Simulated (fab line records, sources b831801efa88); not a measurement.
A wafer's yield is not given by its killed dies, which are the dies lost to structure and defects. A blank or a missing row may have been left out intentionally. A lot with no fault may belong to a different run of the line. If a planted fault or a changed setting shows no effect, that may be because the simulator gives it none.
Which tool was responsible? / flow sky130 / Sampling: 15 lots, 45 wafers, 4 of 708 route steps

## WHAT THE GAUGES SHOWED, per wafer
SKY_SD_N_TW_MEAS_12. Usual: SD_N_TW gives 3990 (standard deviation 24).
lot=L257; measured=day 28 08:25; on=film-metro-04; SD_N_TW=4027 4002 4041; flag=
lot=L258; measured=day 28 11:11; on=film-metro-01; SD_N_TW=4001 4004 3989; flag=
lot=L259; measured=day 29 01:31; on=film-metro-02; SD_N_TW=3975 4008 3997; flag=
lot=L260; measured=day 30 09:20; on=film-metro-04; SD_N_TW=3992 3984 3976; flag=
lot=L261; measured=day 30 10:21; on=film-metro-02; SD_N_TW=3980 4002 4004; flag=
lot=L268; measured=day 31 23:34; on=film-metro-04; SD_N_TW=3949 3930 3941; flag=
lot=L269; measured=day 32 12:35; on=film-metro-02; SD_N_TW=3987 4001 3990; flag=
lot=L271; measured=day 33 10:42; on=film-metro-04; SD_N_TW=3989 3956 3959; flag=
lot=L272; measured=day 33 18:35; on=film-metro-04; SD_N_TW=3954 3940 3955; flag=
lot=L273; measured=day 34 00:32; on=film-metro-02; SD_N_TW=3983 3979 3971; flag=
lot=L274; measured=day 34 05:51; on=film-metro-01; SD_N_TW=4000 3999 4018; flag=
lot=L275; measured=day 34 07:14; on=film-metro-04; SD_N_TW=3970 3981 3992; flag=
lot=L276; measured=day 34 13:52; on=film-metro-02; SD_N_TW=3963 3987 3995; flag=
lot=L277; measured=day 34 21:19; on=film-metro-01; SD_N_TW=3999 4006 3985; flag=
lot=L279; measured=day 36 01:04; on=film-metro-02; SD_N_TW=4023 4021 4014; flag=

SKY_LOCAL_INTERCONNECT_THK_MEAS_02: measures by xrf. Usual: LOCAL_INTERCONNECT_TIN_THK gives 105.2 nm (standard deviation 1).
lot=L257; measured=day 29 15:42; on=film-metro-03; LOCAL_INTERCONNECT_TIN_THK (nm)=106.7 105.9 106.9; flag=
lot=L261; measured=day 31 17:22; on=film-metro-03; LOCAL_INTERCONNECT_TIN_THK (nm)=107.3 105.9 106.9; flag=
lot=L268; measured=day 33 05:02; on=film-metro-02; LOCAL_INTERCONNECT_TIN_THK (nm)=105.8 103.7 105.2; flag=
lot=L269; measured=day 33 18:56; on=film-metro-03; LOCAL_INTERCONNECT_TIN_THK (nm)=104.2 103.3 104.6; flag=
lot=L271; measured=day 34 16:03; on=film-metro-03; LOCAL_INTERCONNECT_TIN_THK (nm)=105.4 105.2 105.4; flag=
lot=L272; measured=day 34 23:44; on=film-metro-01; LOCAL_INTERCONNECT_TIN_THK (nm)=106.3 105.5 105.6; flag=
lot=L273; measured=day 35 05:41; on=film-metro-03; LOCAL_INTERCONNECT_TIN_THK (nm)=105.6 106.6 105.6; flag=
lot=L274; measured=day 35 11:14; on=film-metro-01; LOCAL_INTERCONNECT_TIN_THK (nm)=105.9 106.5 105.5; flag=
lot=L275; measured=day 35 12:13; on=film-metro-03; LOCAL_INTERCONNECT_TIN_THK (nm)=103.4 104.3 104.9; flag=
lot=L276; measured=day 35 18:56; on=film-metro-03; LOCAL_INTERCONNECT_TIN_THK (nm)=103.9 104.9 104.0; flag=
lot=L277; measured=day 36 02:14; on=film-metro-03; LOCAL_INTERCONNECT_TIN_THK (nm)=104.6 104.7 105.5; flag=
lot=L279; measured=day 37 04:53; on=film-metro-03; LOCAL_INTERCONNECT_TIN_THK (nm)=105.4 105.5 105.5; flag=

## EACH LOT AND THE TOOL THAT RAN IT (in order: tool; ch and the chambers of the sampled wafers; start)
lot=L257; SKY_LI_CONTACT_CMP_02=cmp-01 ch 1,2,3, day 28 09:20; SKY_LI_CONTACT_PEB_10=litho-track-02 ch 0, day 29 13:00
lot=L258; SKY_LI_CONTACT_CMP_02=cmp-02 ch 0,1,2, day 28 12:04; SKY_LI_CONTACT_PEB_10=litho-track-01, day 29 16:00
lot=L259; SKY_LI_CONTACT_CMP_02=cmp-02 ch 0,1, day 29 02:22; SKY_LI_CONTACT_PEB_10=litho-track-01, day 30 06:00
lot=L260; SKY_LI_CONTACT_CMP_02=cmp-02 ch 0,3, day 30 10:11; SKY_LI_CONTACT_PEB_10=litho-track-03, day 31 14:00
lot=L261; SKY_LI_CONTACT_CMP_02=cmp-01 ch 0,1, day 30 11:12; SKY_LI_CONTACT_PEB_10=litho-track-03 ch 0, day 31 15:00
lot=L268; SKY_LI_CONTACT_CMP_02=cmp-02 ch 2,3, day 32 00:32; SKY_LI_CONTACT_PEB_10=litho-track-03 ch 0, day 33 03:00
lot=L269; SKY_LI_CONTACT_CMP_02=cmp-02 ch 1,2, day 32 13:23; SKY_LI_CONTACT_PEB_10=litho-track-02 ch 0, day 33 17:00
lot=L271; SKY_LI_CONTACT_CMP_02=cmp-01 ch 0,1,2, day 33 11:37; SKY_LI_CONTACT_PEB_10=litho-track-03 ch 0, day 34 14:00
lot=L272; SKY_LI_CONTACT_CMP_02=cmp-02 ch 1,2,3, day 33 19:24; SKY_LI_CONTACT_PEB_10=litho-track-01 ch 0, day 34 21:00
lot=L273; SKY_LI_CONTACT_CMP_02=cmp-01 ch 0,2, day 34 01:25; SKY_LI_CONTACT_PEB_10=litho-track-02 ch 0, day 35 03:00
lot=L274; SKY_LI_CONTACT_CMP_02=cmp-02 ch 0,3, day 34 06:43; SKY_LI_CONTACT_PEB_10=litho-track-01 ch 0, day 35 09:00
lot=L275; SKY_LI_CONTACT_CMP_02=cmp-01 ch 0,3, day 34 08:03; SKY_LI_CONTACT_PEB_10=litho-track-01 ch 0, day 35 10:00
lot=L276; SKY_LI_CONTACT_CMP_02=cmp-02 ch 1,2,3, day 34 14:41; SKY_LI_CONTACT_PEB_10=litho-track-01 ch 0, day 35 17:00
lot=L277; SKY_LI_CONTACT_CMP_02=cmp-01 ch 1,2,3, day 34 22:18; SKY_LI_CONTACT_PEB_10=litho-track-01 ch 0, day 36 00:00
lot=L279; SKY_LI_CONTACT_CMP_02=cmp-01 ch 0,2, day 36 01:56; SKY_LI_CONTACT_PEB_10=litho-track-01 ch 0, day 37 03:00
- SKY_LI_CONTACT_CMP_02: polishes PSG.
- SKY_LI_CONTACT_PEB_10

## WHAT THE TOOLS THEMSELVES READ (means of the sampled wafers that have a number; where no wafer has one, the mark that the record gives instead)
SKY_LI_CONTACT_CMP_02. Usual: motor-current-A 12.9 A, standard deviation 1; time-to-endpoint-s 33.8 s, standard deviation 2.2.
lot=L257; tool=cmp-01; motor-current-A (A)=12.9; time-to-endpoint-s (s)=34.9; flag=
lot=L258; tool=cmp-02; motor-current-A (A)=12.4; time-to-endpoint-s (s)=35.3; flag=
lot=L259; tool=cmp-02; motor-current-A (A)=11.6; time-to-endpoint-s (s)=37.3; flag=
lot=L260; tool=cmp-02; motor-current-A (A)=13.5; time-to-endpoint-s (s)=38.1; flag=
lot=L261; tool=cmp-01; motor-current-A (A)=13.8; time-to-endpoint-s (s)=32.2; flag=
lot=L268; tool=cmp-02; motor-current-A (A)=13.0; time-to-endpoint-s (s)=36.4; flag=
lot=L269; tool=cmp-02; motor-current-A (A)=11.9; time-to-endpoint-s (s)=33.2; flag=
lot=L271; tool=cmp-01; motor-current-A (A)=13.2; time-to-endpoint-s (s)=33.0; flag=
lot=L272; tool=cmp-02; motor-current-A (A)=11.9; time-to-endpoint-s (s)=31.2; flag=
lot=L273; tool=cmp-01; motor-current-A (A)=14.0; time-to-endpoint-s (s)=34.1; flag=
lot=L274; tool=cmp-02; motor-current-A (A)=13.6; time-to-endpoint-s (s)=36.6; flag=
lot=L275; tool=cmp-01; motor-current-A (A)=13.7; time-to-endpoint-s (s)=33.8; flag=
lot=L276; tool=cmp-02; motor-current-A (A)=12.4; time-to-endpoint-s (s)=35.1; flag=
lot=L277; tool=cmp-01; motor-current-A (A)=13.1; time-to-endpoint-s (s)=32.8; flag=
lot=L279; tool=cmp-01; motor-current-A (A)=14.0; time-to-endpoint-s (s)=31.4; flag=

SKY_LI_CONTACT_PEB_10. Usual: 45.2 Pa for exhaust-pa, sd 0.97.
lot=L257; tool=litho-track-02; exhaust-pa (Pa)=44.3; flag=
lot=L258; tool=litho-track-01; exhaust-pa (Pa)=-; flag=OFF
lot=L259; tool=litho-track-01; exhaust-pa (Pa)=-; flag=OFF
lot=L260; tool=litho-track-03; exhaust-pa (Pa)=-; flag=OFF
lot=L261; tool=litho-track-03; exhaust-pa (Pa)=46.0; flag=
lot=L268; tool=litho-track-03; exhaust-pa (Pa)=45.7; flag=
lot=L269; tool=litho-track-02; exhaust-pa (Pa)=45.5; flag=
lot=L271; tool=litho-track-03; exhaust-pa (Pa)=45.0; flag=
lot=L272; tool=litho-track-01; exhaust-pa (Pa)=45.2; flag=
lot=L273; tool=litho-track-02; exhaust-pa (Pa)=44.9; flag=
lot=L274; tool=litho-track-01; exhaust-pa (Pa)=45.7; flag=
lot=L275; tool=litho-track-01; exhaust-pa (Pa)=43.3; flag=
lot=L276; tool=litho-track-01; exhaust-pa (Pa)=45.0; flag=
lot=L277; tool=litho-track-01; exhaust-pa (Pa)=44.7; flag=
lot=L279; tool=litho-track-01; exhaust-pa (Pa)=45.7; flag=

## THE ANSWER, worked out from the rows above alone
Rule: a lot counts as off when the mean over its wafers that have a number is more than 3 standard deviations away from the usual mean. Also off: a lot with no number at a reading for which 4 or more lots have one. Where the step has rows for the other lots, those lots are counted as sound. After the gauges, taken in route order, come the tools' own readings; for these a lot's mean is taken, as printed above. The first step at which some lot is off is used, and at that step the reading that is off furthest; a lot without a number counts as furthest.
Off, at SKY_LI_CONTACT_PEB_10 on exhaust-pa: L258, L259, L260. Without a number there: L258, L259, L260.
A tool fits if, at that step or a process step before it, it ran every lot that is off, and no sound lot after the first of them. No candidate that was tried fits.

## WHAT THE SIMULATOR HAD INSERTED
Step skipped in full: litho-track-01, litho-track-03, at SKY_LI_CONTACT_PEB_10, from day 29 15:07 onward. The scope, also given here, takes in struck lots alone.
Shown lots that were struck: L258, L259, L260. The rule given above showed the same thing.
